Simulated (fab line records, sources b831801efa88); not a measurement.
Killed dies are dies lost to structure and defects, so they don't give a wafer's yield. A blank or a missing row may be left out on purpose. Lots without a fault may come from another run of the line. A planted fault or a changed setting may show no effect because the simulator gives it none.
Chamber matching | flow gf180mcu | GF_SAB_ETCH_11 on rie_diel-01: 4 sister chambers
The step etches SiO2 in C4F8/O2/Ar, target depth 55 nm, time 8.5 s. 8 wafers are shown with their chamber, then 7 later ones without.

WAFERS WITH THEIR CHAMBER
wafer  | chamber | oes_product_au (a.u.)
L080.4 | 2       | 1.005
L081.2 | 2       | 1.007
L081.5 | 0       | 1.005
L085.1 | 3       | 1.001
L085.3 | 0       | 1.019
L085.4 | 1       | 1.009
L088.1 | 3       | 1.001
L088.2 | 1       | 0.994

WAFERS WITHOUT THEIR CHAMBER
wafer  | oes_product_au (a.u.)
L088.3 | 1.003
L088.4 | 0.995
L088.5 | 1.001
L088.6 | 0.994
L097.1 | 0.996
L097.2 | 0.994
L097.4 | 1.005

WHICH CHAMBER EACH WENT THROUGH
wafer  | from the rows above               | in truth
L088.3 | can't be placed: 1 or 3 or 2 or 0 | 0
L088.4 | can't be placed: 3 or 1 or 2 or 0 | 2
L088.5 | can't be placed: 3 or 1 or 2 or 0 | 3
L088.6 | can't be placed: 3 or 1 or 2 or 0 | 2
L097.1 | can't be placed: 3 or 1 or 2 or 0 | 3
L097.2 | can't be placed: 3 or 1 or 2 or 0 | 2
L097.4 | can't be placed: 2 or 1 or 3 or 0 | 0
Placed correctly: 0 of 7. Can't be placed from these rows: 7 (the true chamber is among the candidates in 7). Placed wrongly: 0.
How it was worked out, from the rows above alone: a wafer's distance from a chamber is the root of the sum, over the readings, of the square of ((its reading less the chamber's mean) divided by the reading's scatter). The wafer belongs to the nearest chamber; if the next one is less than 2 further off, it can't be placed. A chamber's mean is the mean of its shown wafers. The scatter: the root of (the sum of the squares of (reading less its chamber's mean) over the shown wafers, divided by (wafers less chambers)).
